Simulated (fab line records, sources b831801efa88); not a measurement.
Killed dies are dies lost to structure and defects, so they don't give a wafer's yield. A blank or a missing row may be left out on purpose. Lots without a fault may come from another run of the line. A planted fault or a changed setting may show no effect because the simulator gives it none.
A struck lot beside a sound one | flow sfq_line | 24 steps out of a route of 325
Sound: wafers L911.2, L911.3, L911.6. Struck: wafers L917.1, L917.4. (L917.6 of the same lot was not struck and is left out.) The cause comes at the end.
At each step with rows: each side's tool, then ch and its chambers, then its first start. Under that, the readings that differ: sound wafers | struck wafers | difference of the means | sigmas: that difference in standard deviations of wafers without a fault.
alike: readings whose means differ by less than 2 such deviations, and words and numbers that are the same on both sides. not compared: withheld readings, readings that some wafer has no value for, bounds like >300 that may hide the same value, and numbers for which the record gives no deviation and whose values overlap.
The two part at a step that has a row with sigmas, a row that says differs or no value, or rows on one side only. Numbers that don't overlap but have no deviation are shown without sigmas and don't part them. A reading that every wafer of one side lacks parts them only if that side has two wafers or more.

first, 6 steps without rows for these wafers: SFQ_TRILAYER_I1_VIA_LITHO_COAT_054 (resist thk 62 nm); SFQ_TRILAYER_I1_VIA_LITHO_COAT_049 (resist thk 650 nm); SFQ_TRILAYER_I1_VIA_LITHO_SOFTBAKE_053; SFQ_TRILAYER_I1_VIA_LITHO_EXPOSE_050 (exposes mask I1, target cd 500 nm); SFQ_TRILAYER_I1_VIA_LITHO_PEB_052 (peb time 60 s); SFQ_TRILAYER_I1_VIA_LITHO_DEVELOP_051 (time 60 s).
SFQ_I1_OVL_MEAS_913:
  sound on overlay-01, day 27 08:10; struck on overlay-01, day 29 14:25
  alike: I1_OVL
SFQ_TRILAYER_I1_VIA_BARC_OPEN_VIA_ETCH_071: etches BARC in O2, target depth 125 nm, time 41.7 s.
  sound on rie_diel-03 ch 0,1,2, day 27 08:11; struck on rie_diel-03 ch 1,2, day 29 14:26
  alike: drypump_motor_current_A, oes_product_au
  not compared: rf_hours_counter_h
SFQ_TRILAYER_I1_VIA_ETCH_VIA_ETCH_052: etches SiO2 in CHF3, stops on Nb, target depth 260 nm.
  sound on rie_diel-03 ch 0,1,2, day 27 08:14; struck on rie_diel-03 ch 1,2, day 29 14:29
  alike: drypump_motor_current_A, oes_product_au
SFQ_TRILAYER_I1_VIA_STRIP_STRIP_053: strips in O2.
  sound on rie_metal-04 ch 0,1, day 27 08:21; struck on rie_metal-02 ch 0, day 29 14:36
  alike: drypump_motor_current_A, oes_product_au
  not compared: rf_hours_counter_h
then, 2 steps without rows for these wafers: SFQ_TRILAYER_I1_VIA_STRIP_SOLV_CLEAN_054 (cleans in NMP, time 600 s); SFQ_TRILAYER_M2_DEP_PRE_CLEAN_056 (time 22.5 s).
SFQ_TRILAYER_M2_DEP_SPUTTER_055: material Nb, target thk 200 nm, time 133.3 s.
  sound on pvd_sputter-06, day 27 09:10; struck on pvd_sputter-06, day 29 15:24
  alike: throttle_valve_pct
SFQ_M2_RS_MEAS_914: measures by four-point-probe.
  sound on film_metro-04, day 27 09:17; struck on film_metro-03, day 29 15:29
  reading           | sound             | struck      | difference | sigmas
  M2_NB_RS (ohm/sq) | 0.886 0.906 0.911 | 1.085 1.093 | +0.188     | +20
then, 6 steps without rows for these wafers: SFQ_TRILAYER_M2_LITHO_COAT_062 (resist thk 62 nm); SFQ_TRILAYER_M2_LITHO_COAT_057 (resist thk 600 nm); SFQ_TRILAYER_M2_LITHO_SOFTBAKE_061; SFQ_TRILAYER_M2_LITHO_EXPOSE_058 (exposes mask M2, target cd 500 nm); SFQ_TRILAYER_M2_LITHO_PEB_060 (peb time 60 s); SFQ_TRILAYER_M2_LITHO_DEVELOP_059 (time 60 s).
-- the record jumps here: 7 days lie between the struck wafers' starts before and after --
SFQ_M2_OVL_MEAS_916:
  sound on overlay-02, day 33 21:05; struck on overlay-02, day 36 09:27
  alike: M2_OVL
SFQ_TRILAYER_M2_BARC_OPEN_METAL_ETCH_077: etches BARC in O2, target depth 125 nm, time 41.7 s.
  sound on rie_metal-03 ch 1, day 33 21:07; struck on rie_metal-03 ch 0,1, day 36 09:29
  alike: drypump_motor_current_A, oes_product_au
  not compared: rf_hours_counter_h
SFQ_TRILAYER_M2_ETCH_METAL_ETCH_060: etches Nb in Cl2/Ar, stops on SiO2, target depth 240 nm, time 120 s.
  sound on rie_metal-03 ch 1, day 33 21:10; struck on rie_metal-03 ch 0,1, day 36 09:33
  reading               | sound             | struck      | difference | sigmas
  oes_product_au (a.u.) | 0.895 0.881 0.883 | 0.822 0.819 | -0.066     | -9
  alike: drypump_motor_current_A
  not compared: rf_hours_counter_h
SFQ_TRILAYER_M2_STRIP_STRIP_061: strips in O2.
  sound on rie_metal-03 ch 1, day 33 21:18; struck on rie_metal-03 ch 0,1, day 36 09:40
  alike: drypump_motor_current_A, oes_product_au
  not compared: rf_hours_counter_h

WHERE THEY PART
First at SFQ_M2_RS_MEAS_914; last, within this record, at SFQ_TRILAYER_M2_ETCH_METAL_ETCH_060. Later steps at which nothing parts them and some readings are alike: SFQ_TRILAYER_M2_STRIP_STRIP_061.

WHY: what the simulator had put in
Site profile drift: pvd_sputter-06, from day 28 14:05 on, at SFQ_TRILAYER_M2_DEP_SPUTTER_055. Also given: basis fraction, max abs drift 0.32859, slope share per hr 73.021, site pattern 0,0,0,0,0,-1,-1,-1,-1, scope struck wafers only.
